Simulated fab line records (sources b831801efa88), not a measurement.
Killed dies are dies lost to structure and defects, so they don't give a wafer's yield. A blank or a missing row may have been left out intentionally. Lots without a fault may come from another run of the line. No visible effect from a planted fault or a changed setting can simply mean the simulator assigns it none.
Which tool was responsible? :: flow sky130 :: 24 lots, 72 wafers sampled, at 3 steps of a route of 708

WHAT THE GAUGES SHOWED, per wafer
SKY_VT_ADJUST_PCH_OVL_MEAS_07. Usual: VT_ADJUST_PCH_OVL typically reads 0.1 nm, with standard deviation 1.1.
lot: L074
measured: day 10 09:33
on: overlay-02
VT_ADJUST_PCH_OVL (nm): -0.9 1.8 -2.5
flag: 

lot: L075
measured: day 10 11:45
on: overlay-02
VT_ADJUST_PCH_OVL (nm): 1.3 0.7 0.8
flag: 

lot: L076
measured: day 10 20:37
on: overlay-01
VT_ADJUST_PCH_OVL (nm): 0.4 -0.8 -1.5
flag: 

lot: L077
measured: day 10 21:44
on: overlay-01
VT_ADJUST_PCH_OVL (nm): -0.1 -0.6 -0.3
flag: 

lot: L078
measured: day 11 02:51
on: overlay-02
VT_ADJUST_PCH_OVL (nm): -2.8 -0.6 -0.3
flag: 

lot: L079
measured: day 11 20:56
on: overlay-02
VT_ADJUST_PCH_OVL (nm): -1.0 -0.4 1.1
flag: 

lot: L080
measured: day 11 22:19
on: overlay-02
VT_ADJUST_PCH_OVL (nm): -1.6 1.0 -1.5
flag: 

lot: L081
measured: day 12 03:04
on: overlay-02
VT_ADJUST_PCH_OVL (nm): 0.8 0.2 -0.1
flag: 

lot: L082
measured: day 12 11:55
on: overlay-02
VT_ADJUST_PCH_OVL (nm): 0.3 -1.1 0.5
flag: 

lot: L083
measured: day 12 21:59
on: overlay-01
VT_ADJUST_PCH_OVL (nm): -1.2 -1.3 -1.4
flag: 

lot: L084
measured: day 13 06:31
on: overlay-02
VT_ADJUST_PCH_OVL (nm): 1.5 1.5 -0.1
flag: 

lot: L085
measured: day 13 13:39
on: overlay-02
VT_ADJUST_PCH_OVL (nm): 1.5 -0.1 0.9
flag: 

lot: L086
measured: day 13 22:25
on: overlay-02
VT_ADJUST_PCH_OVL (nm): -1.1 -0.5 1.3
flag: 

lot: L087
measured: day 14 04:55
on: overlay-02
VT_ADJUST_PCH_OVL (nm): -0.5 0.0 0.2
flag: 

lot: L088
measured: day 14 13:52
on: overlay-02
VT_ADJUST_PCH_OVL (nm): -0.7 0.1 -0.5
flag: 

lot: L089
measured: day 14 16:36
on: overlay-01
VT_ADJUST_PCH_OVL (nm): 0.2 0.2 -0.4
flag: 

lot: L090
measured: day 15 02:33
on: overlay-02
VT_ADJUST_PCH_OVL (nm): 2.1 1.2 0.4
flag: 

lot: L091
measured: day 15 14:47
on: overlay-01
VT_ADJUST_PCH_OVL (nm): 0.8 0.5 1.5
flag: 

lot: L092
measured: day 16 00:21
on: overlay-02
VT_ADJUST_PCH_OVL (nm): -1.1 1.5 -0.3
flag: 

lot: L097
measured: day 18 05:08
on: overlay-02
VT_ADJUST_PCH_OVL (nm): -0.1 1.3 1.9
flag: 

lot: L094
measured: day 18 07:07
on: overlay-02
VT_ADJUST_PCH_OVL (nm): -0.3 0.0 0.4
flag: 

lot: L095
measured: day 18 07:38
on: overlay-02
VT_ADJUST_PCH_OVL (nm): 1.2 0.2 1.8
flag: 

lot: L096
measured: day 18 08:31
on: overlay-02
VT_ADJUST_PCH_OVL (nm): 1.7 -1.0 -0.1
flag: 

lot: L093
measured: day 18 09:02
on: overlay-01
VT_ADJUST_PCH_OVL (nm): 2.1 0.1 -0.6
flag: 

SKY_GATE_OXIDE_OVL_MEAS_10. Usual: GATE_OXIDE_OVL typically reads 0.5 nm, with standard deviation 1.3.
lot: L074
measured: day 13 15:33
on: overlay-02
GATE_OXIDE_OVL (nm): -0.3 0.6 2.0
flag: 

lot: L075
measured: day 13 20:45
on: overlay-02
GATE_OXIDE_OVL (nm): 2.4 0.6 2.6
flag: 

lot: L076
measured: day 14 03:20
on: overlay-02
GATE_OXIDE_OVL (nm): -0.6 -0.5 -1.2
flag: 

lot: L077
measured: day 14 12:14
on: overlay-02
GATE_OXIDE_OVL (nm): -1.8 -0.6 -0.4
flag: 

lot: L078
measured: day 14 17:02
on: overlay-01
GATE_OXIDE_OVL (nm): 1.8 2.1 0.8
flag: 

lot: L079
measured: day 15 09:29
on: overlay-01
GATE_OXIDE_OVL (nm): 0.2 -0.4 0.1
flag: 

lot: L080
measured: day 15 11:22
on: overlay-01
GATE_OXIDE_OVL (nm): -1.3 -1.9 1.1
flag: 

lot: L081
measured: day 15 20:29
on: overlay-02
GATE_OXIDE_OVL (nm): 0.4 1.8 2.4
flag: 

lot: L082
measured: day 16 02:08
on: overlay-02
GATE_OXIDE_OVL (nm): 0.2 0.4 0.1
flag: 

lot: L083
measured: day 16 17:49
on: overlay-02
GATE_OXIDE_OVL (nm): -0.5 -0.4 2.5
flag: 

lot: L084
measured: day 17 03:23
on: overlay-02
GATE_OXIDE_OVL (nm): -0.8 1.3 0.6
flag: 

lot: L085
measured: day 17 06:35
on: overlay-02
GATE_OXIDE_OVL (nm): 1.4 1.2 3.6
flag: 

lot: L086
measured: day 17 17:29
on: overlay-02
GATE_OXIDE_OVL (nm): -0.9 0.7 -1.4
flag: 

lot: L087
measured: day 17 23:55
on: overlay-02
GATE_OXIDE_OVL (nm): -0.8 -1.0 0.0
flag: 

lot: L088
measured: day 18 09:29
on: overlay-02
GATE_OXIDE_OVL (nm): 1.1 1.7 -0.8
flag: 

lot: L089
measured: day 18 18:32
on: overlay-01
GATE_OXIDE_OVL (nm): 1.9 2.4 -1.5
flag: 

lot: L090
measured: day 19 01:11
on: overlay-02
GATE_OXIDE_OVL (nm): 2.8 1.8 4.2
flag: 

lot: L091
measured: day 19 16:35
on: overlay-02
GATE_OXIDE_OVL (nm): -0.6 -0.4 -0.7
flag: 

lot: L092
measured: day 20 03:06
on: overlay-02
GATE_OXIDE_OVL (nm): 1.0 -0.9 1.0
flag: 

lot: L097
measured: day 22 06:31
on: overlay-02
GATE_OXIDE_OVL (nm): 0.7 0.5 1.8
flag: 

lot: L094
measured: day 22 08:26
on: overlay-02
GATE_OXIDE_OVL (nm): 1.8 1.2 0.2
flag: 

lot: L095
measured: day 22 11:17
on: overlay-02
GATE_OXIDE_OVL (nm): 0.3 2.4 0.7
flag: 

lot: L096
measured: day 22 14:02
on: overlay-02
GATE_OXIDE_OVL (nm): 1.1 1.2 -0.4
flag: 

lot: L093
measured: day 22 12:47
on: overlay-02
GATE_OXIDE_OVL (nm): 1.7 0.6 0.4
flag: 

WHICH TOOL RAN EACH LOT (tool, then ch and the chambers of the sampled wafers, then the start)
lot: L074
SKY_VT_ADJUST_PCH_STRIP_09: plasma_asher-04 ch 0,1, day 10 09:46

lot: L075
SKY_VT_ADJUST_PCH_STRIP_09: plasma_asher-03 ch 0,1, day 10 11:58

lot: L076
SKY_VT_ADJUST_PCH_STRIP_09: plasma_asher-02 ch 0,1, day 10 20:47

lot: L077
SKY_VT_ADJUST_PCH_STRIP_09: plasma_asher-02 ch 0,1, day 10 21:55

lot: L078
SKY_VT_ADJUST_PCH_STRIP_09: plasma_asher-04 ch 0,1, day 11 03:02

lot: L079
SKY_VT_ADJUST_PCH_STRIP_09: plasma_asher-03 ch 0,1, day 11 21:07

lot: L080
SKY_VT_ADJUST_PCH_STRIP_09: plasma_asher-02 ch 0,1, day 11 22:31

lot: L081
SKY_VT_ADJUST_PCH_STRIP_09: plasma_asher-02 ch 0,1, day 12 03:16

lot: L082
SKY_VT_ADJUST_PCH_STRIP_09: plasma_asher-03 ch 0,1, day 12 12:07

lot: L083
SKY_VT_ADJUST_PCH_STRIP_09: plasma_asher-03 ch 0,1, day 12 22:10

lot: L084
SKY_VT_ADJUST_PCH_STRIP_09: plasma_asher-02 ch 0,1, day 13 06:43

lot: L085
SKY_VT_ADJUST_PCH_STRIP_09: plasma_asher-04 ch 0,1, day 13 13:50

lot: L086
SKY_VT_ADJUST_PCH_STRIP_09: plasma_asher-03 ch 1, day 13 22:35

lot: L087
SKY_VT_ADJUST_PCH_STRIP_09: plasma_asher-03 ch 0,1, day 14 05:07

lot: L088
SKY_VT_ADJUST_PCH_STRIP_09: plasma_asher-03 ch 0,1, day 14 14:04

lot: L089
SKY_VT_ADJUST_PCH_STRIP_09: plasma_asher-04 ch 0,1, day 14 16:47

lot: L090
SKY_VT_ADJUST_PCH_STRIP_09: plasma_asher-03 ch 0, day 15 02:44

lot: L091
SKY_VT_ADJUST_PCH_STRIP_09: plasma_asher-03 ch 0,1, day 15 14:58

lot: L092
SKY_VT_ADJUST_PCH_STRIP_09: plasma_asher-02 ch 0,1, day 16 00:34

lot: L097
SKY_VT_ADJUST_PCH_STRIP_09: plasma_asher-04 ch 0,1, day 18 05:19

lot: L094
SKY_VT_ADJUST_PCH_STRIP_09: plasma_asher-03 ch 0,1, day 18 07:19

lot: L095
SKY_VT_ADJUST_PCH_STRIP_09: plasma_asher-03 ch 0,1, day 18 07:49

lot: L096
SKY_VT_ADJUST_PCH_STRIP_09: plasma_asher-03 ch 0,1, day 18 08:41

lot: L093
SKY_VT_ADJUST_PCH_STRIP_09: plasma_asher-04 ch 0,1, day 18 09:13
- SKY_VT_ADJUST_PCH_STRIP_09: strips in O2/N2.

AS READ BY THE TOOLS THEMSELVES (means over the sampled wafers that have a number; for cases with no such wafer, the mark the record gives instead)
SKY_VT_ADJUST_PCH_STRIP_09. Usual: drypump_motor_current_A 6.0 A, standard deviation 0.62; oes_product_au 0.722 a.u., standard deviation 0.0047; strip_time_to_endpoint_s 36.96 s, standard deviation 0.11.
lot: L074
tool: plasma_asher-04
drypump_motor_current_A (A): 5.7
oes_product_au (a.u.): 0.720
strip_time_to_endpoint_s (s): 36.92
flag: 

lot: L075
tool: plasma_asher-03
drypump_motor_current_A (A): 6.3
oes_product_au (a.u.): 0.723
strip_time_to_endpoint_s (s): 36.94
flag: 

lot: L076
tool: plasma_asher-02
drypump_motor_current_A (A): 5.6
oes_product_au (a.u.): 0.726
strip_time_to_endpoint_s (s): 36.95
flag: 

lot: L077
tool: plasma_asher-02
drypump_motor_current_A (A): 6.1
oes_product_au (a.u.): 0.724
strip_time_to_endpoint_s (s): 36.93
flag: 

lot: L078
tool: plasma_asher-04
drypump_motor_current_A (A): 6.1
oes_product_au (a.u.): 0.722
strip_time_to_endpoint_s (s): 36.89
flag: 

lot: L079
tool: plasma_asher-03
drypump_motor_current_A (A): 5.9
oes_product_au (a.u.): 0.724
strip_time_to_endpoint_s (s): 36.93
flag: 

lot: L080
tool: plasma_asher-02
drypump_motor_current_A (A): 6.1
oes_product_au (a.u.): 0.721
strip_time_to_endpoint_s (s): 36.84
flag: 

lot: L081
tool: plasma_asher-02
drypump_motor_current_A (A): 6.1
oes_product_au (a.u.): 0.721
strip_time_to_endpoint_s (s): 36.96
flag: 

lot: L082
tool: plasma_asher-03
drypump_motor_current_A (A): 6.3
oes_product_au (a.u.): 0.719
strip_time_to_endpoint_s (s): 36.85
flag: 

lot: L083
tool: plasma_asher-03
drypump_motor_current_A (A): 5.9
oes_product_au (a.u.): 0.722
strip_time_to_endpoint_s (s): 36.96
flag: 

lot: L084
tool: plasma_asher-02
drypump_motor_current_A (A): 5.7
oes_product_au (a.u.): 0.722
strip_time_to_endpoint_s (s): 36.93
flag: 

lot: L085
tool: plasma_asher-04
drypump_motor_current_A (A): 6.1
oes_product_au (a.u.): 0.728
strip_time_to_endpoint_s (s): 36.98
flag: 

lot: L086
tool: plasma_asher-03
drypump_motor_current_A (A): 5.5
oes_product_au (a.u.): 0.718
strip_time_to_endpoint_s (s): 37.02
flag: 

lot: L087
tool: plasma_asher-03
drypump_motor_current_A (A): 5.9
oes_product_au (a.u.): 0.726
strip_time_to_endpoint_s (s): 37.14
flag: 

lot: L088
tool: plasma_asher-03
drypump_motor_current_A (A): 6.3
oes_product_au (a.u.): 0.722
strip_time_to_endpoint_s (s): 36.99
flag: 

lot: L089
tool: plasma_asher-04
drypump_motor_current_A (A): 5.8
oes_product_au (a.u.): 0.720
strip_time_to_endpoint_s (s): 37.07
flag: 

lot: L090
tool: plasma_asher-03
drypump_motor_current_A (A): 6.7
oes_product_au (a.u.): 0.719
strip_time_to_endpoint_s (s): 37.15
flag: 

lot: L091
tool: plasma_asher-03
drypump_motor_current_A (A): 5.9
oes_product_au (a.u.): 0.720
strip_time_to_endpoint_s (s): 36.83
flag: 

lot: L092
tool: plasma_asher-02
drypump_motor_current_A (A): 5.6
oes_product_au (a.u.): 0.720
strip_time_to_endpoint_s (s): 36.75
flag: 

lot: L097
tool: plasma_asher-04
drypump_motor_current_A (A): 6.1
oes_product_au (a.u.): 0.723
strip_time_to_endpoint_s (s): 36.94
flag: 

lot: L094
tool: plasma_asher-03
drypump_motor_current_A (A): 6.2
oes_product_au (a.u.): 0.724
strip_time_to_endpoint_s (s): 36.92
flag: 

lot: L095
tool: plasma_asher-03
drypump_motor_current_A (A): 5.9
oes_product_au (a.u.): 0.721
strip_time_to_endpoint_s (s): 37.06
flag: 

lot: L096
tool: plasma_asher-03
drypump_motor_current_A (A): 6.3
oes_product_au (a.u.): 0.724
strip_time_to_endpoint_s (s): 37.07
flag: 

lot: L093
tool: plasma_asher-04
drypump_motor_current_A (A): 5.7
oes_product_au (a.u.): 0.719
strip_time_to_endpoint_s (s): 36.98
flag: 

THE ANSWER, worked out from the rows above alone
Rule: a lot is off if the mean of its wafers that have a number lies more than 3 standard deviations from the usual mean. Also off: a lot with no number at a reading for which 4 or more lots have one. All remaining lots with rows at the step are treated as sound. Order of review: gauges by route order, followed by the tools' own readings, for which a lot's mean as printed above is used. At the first step where some lot is off, the reading lying furthest off is the one used; lots without a number count as furthest.
No lot is off on any of the readings shown, so nothing can be concluded from this.

WHAT THE SIMULATOR HAD PUT IN
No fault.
